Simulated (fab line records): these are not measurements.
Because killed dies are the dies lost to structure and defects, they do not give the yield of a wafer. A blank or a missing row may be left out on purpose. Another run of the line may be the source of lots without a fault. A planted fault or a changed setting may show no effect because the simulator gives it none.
Chamber matching ; flow sky130 ; SKY_VIA4_CMP_02 on cmp-01: 4 sister chambers
The step polishes SiO2. 8 wafers are shown with their chamber, then 8 later ones without.

## WAFERS WITH THEIR CHAMBER
wafer;chamber;motor-current-A (A);slurry-flow-ml-min
L285.4;3;11.2;151.0
L287.1;1;11.8;150.4
L287.2;3;11.7;150.5
L287.4;2;11.3;150.2
L288.2;0;14.7;150.0
L288.4;1;12.2;149.9
L288.5;2;10.9;150.9
L292.2;0;14.7;149.6

## WAFERS WITH NO CHAMBER GIVEN
wafer;motor-current-A (A);slurry-flow-ml-min
L292.4;11.0;149.9
L292.6;11.4;149.6
L294.1;12.1;151.0
L294.4;11.3;150.5
L294.5;12.1;150.9
L296.1;10.9;149.5
L296.2;14.0;150.0
L296.6;13.6;150.6

## EACH ONE'S CHAMBER
wafer;from the rows above;in truth
L292.4;can't be placed: 2 or 3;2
L292.6;can't be placed: 1 or 2 or 3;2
L294.1;can't be placed: 1 or 3 or 2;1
L294.4;can't be placed: 2 or 3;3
L294.5;can't be placed: 1 or 3 or 2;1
L296.1;can't be placed: 2 or 3 or 1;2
L296.2;0;0
L296.6;can't be placed: 0 or 1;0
Correct placement for 1 of the 8. Unplaceable from these rows: 7, with the true chamber sitting among the candidates in 7. 0 placed wrongly.
How it was worked out, from the rows above alone: a wafer's distance from a chamber is the root of the sum, over the readings, of the square of ((its reading less the chamber's mean) divided by the reading's scatter). The wafer belongs to the nearest chamber; if the next one is less than 2 further off, it can't be placed. For every chamber, the mean is computed from those of its wafers that are shown. The scatter is the square root of a quotient: the sum, over the shown wafers, of each reading's squared deviation from its chamber's mean, divided by wafers minus chambers.
